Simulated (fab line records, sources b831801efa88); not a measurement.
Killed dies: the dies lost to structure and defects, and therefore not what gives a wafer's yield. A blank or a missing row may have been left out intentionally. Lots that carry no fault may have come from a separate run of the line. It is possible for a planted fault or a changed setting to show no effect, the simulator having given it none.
Struck lot and sound lot, side by side / flow gf180mcu / 14 steps out of a route of 602
Sound: these wafers, L148.1, L148.3, L148.4. Wafers struck: L157.1, L157.2, L157.3. The cause is named last.
Per side, at each step with rows, come the tool, then ch with its chambers, and then its first start. Under that, the readings that differ: sound wafers / struck wafers / difference of the means / sigmas: that difference in standard deviations of wafers without a fault.
alike: a reading whose means differ by less than 2 such deviations, as well as words and numbers matching on both sides. not compared: withheld readings; readings where some wafer has no value; bounds like >300 that might hide an equal value; numbers whose values overlap and for which the record gives no deviation.
Wherever a step has rows on one side only, a row that says differs or no value, or a row with sigmas, the two part there. Non-overlapping numbers with no deviation appear without sigmas and do not part them. A reading missing from all wafers of one side parts the sides only when that side holds two or more wafers.

GF_V3_CMP_26: polishes, stops on SiO2, t overpolish 15.76 s, target thk 0 nm.
  sound on cmp-01 ch 0,1,2, day 26 15:26; struck on cmp-01 ch 0,1,2, day 28 16:22
reading=time_to_endpoint_s (s); sound=90 87 86; struck=78 81 79; difference=-8; sigmas=-3
  alike: motor_current_A, overpolish_run_s
GF_M4_SPUTTER_00: material Ti, target thk 37.5 nm, time 150 s.
  sound on pvd_sputter-03 at day 26 15:44; struck on pvd_sputter-01 at day 28 16:37
  alike: cathode_dc_power_W, throttle_valve_pct
GF_M4_SPUTTER_01: material TiN, target thk 30 nm, time 25 s.
  sound on pvd_sputter-03 at day 26 15:50; struck on pvd_sputter-01 at day 28 16:43
  alike: cathode_dc_power_W, throttle_valve_pct
GF_M4_SPUTTER_02: material AlCu, target thk 450 nm, time 23.9 s.
  sound on pvd_sputter-03 at day 26 15:52; struck on pvd_sputter-01 at day 28 16:44
  alike: cathode_dc_power_W, throttle_valve_pct
GF_M4_SPUTTER_03: material Ti, target thk 10 nm, time 6.7 s.
  sound on pvd_sputter-03 at day 26 15:54; struck on pvd_sputter-01 at day 28 16:46
  alike: cathode_dc_power_W, throttle_valve_pct
then, 1 step without rows for these wafers: GF_M4_SPUTTER_04 (material TiN, target thk 50 nm, time 41.7 s).
GF_M4_RS_MEAS_05: measurement is done with a four-point probe.
  sound on film_metro-03 at day 26 15:58; struck on film_metro-02 at day 28 16:50
  alike: M4_ALCU_RS
GF_M4_THK_MEAS_06: measures by xrf.
  sound on film_metro-03 at day 26 16:05; struck on film_metro-02 at day 28 16:57
reading=M4_ALCU_THK (nm); sound=454 455 455; struck=440 441 441; difference=-14; sigmas=-2
then, 4 steps without rows for these wafers: GF_M4_DEHYDRATE_07 (time 60 s); GF_M4_HMDS_08 (prime time 60 s); GF_M4_COAT_09 (resist thk 1000 nm); GF_M4_SOFTBAKE_10 (time 60 s).
GF_M4_EXPOSE_11: exposes mask Metal4, target cd 280 nm.
  sound on krf_scanner-01 ch 0, day 27 01:46; struck on krf_scanner-02, day 29 02:29
  no value came back on the struck wafers for exposure_dose_mJ_cm2, focus_offset_nm (nm), sigma_outer; on the sound wafers exposure_dose_mJ_cm2 reads 27.96 27.96 27.97
  alike: mask
then, 1 step without rows for these wafers: GF_M4_PEB_12 (peb time 90 s).

== WHERE THEY PART ==
Last at GF_M4_EXPOSE_11 as far as this record goes, first at GF_V3_CMP_26.

WHY: the cause the simulator had injected
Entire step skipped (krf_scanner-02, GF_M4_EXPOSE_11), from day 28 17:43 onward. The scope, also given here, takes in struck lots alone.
